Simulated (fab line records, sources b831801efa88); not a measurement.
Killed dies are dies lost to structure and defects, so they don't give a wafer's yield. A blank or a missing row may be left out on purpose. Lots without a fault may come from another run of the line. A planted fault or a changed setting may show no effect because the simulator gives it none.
Which tool did it? | flow gf180mcu | 6 lots, 18 wafers sampled, at 2 steps of a route of 602

WHAT THE GAUGES READ, wafer by wafer
GF_HV_LDD_TW_MEAS_23.
lot  | measured     | on            | HV_LDD_2_TW
L526 | day 11 17:58 | film_metro-01 | 1047 1054 1058
L528 | day 12 23:01 | film_metro-03 | 1066 1065 1066
L530 | day 13 07:17 | film_metro-02 | 1343 1337 1338
L533 | day 14 05:42 | film_metro-02 | 1072 1073 1069
L539 | day 16 02:54 | film_metro-01 | 1052 1051 1057
L543 | day 17 13:30 | film_metro-02 | 1075 1078 1075

WHICH TOOL RAN EACH LOT (tool, then ch and the chambers of the sampled wafers, then the start)
lot  | GF_HV_LDD_IMPLANT_21
L526 | implanter-03 ch 0, day 11 17:45
L528 | implanter-01 ch 0, day 12 22:47
L530 | implanter-02 ch 0, day 13 06:44
L533 | implanter-01 ch 0, day 14 05:27
L539 | implanter-01 ch 0, day 16 02:39
L543 | implanter-03 ch 0, day 17 13:15
- GF_HV_LDD_IMPLANT_21

THE ANSWER, worked out from the rows above alone
Rule: what is usual is taken from the lots themselves. Put in order of their means at a reading, lots are off if they are a third of the lots or fewer, leave a main group of 4 or more, and stand apart from it by a gap of 3 or more times the standard deviation of the main group's means; of several such gaps the widest counts. A main group whose means are all the same, to the digits that the tables above print for the reading, isn't used. A lot without any number at a reading at which 4 lots or more have one is off too. The other lots that the step has rows for count as sound.
Off: L530, at GF_HV_LDD_TW_MEAS_23 (HV_LDD_2_TW). The main group: mean 1064, standard deviation 9.3.
A tool fits if, at a process step before that reading, it ran every lot that is off, and no sound lot after the first of them. The gauges at GF_HV_LDD_TW_MEAS_23 are tried like those tools. One fits: implanter-02 at GF_HV_LDD_IMPLANT_21. It ran no sound lot before its first lot that is off in this sample, so the start can't be narrowed down.

WHAT THE SIMULATOR HAD PUT IN
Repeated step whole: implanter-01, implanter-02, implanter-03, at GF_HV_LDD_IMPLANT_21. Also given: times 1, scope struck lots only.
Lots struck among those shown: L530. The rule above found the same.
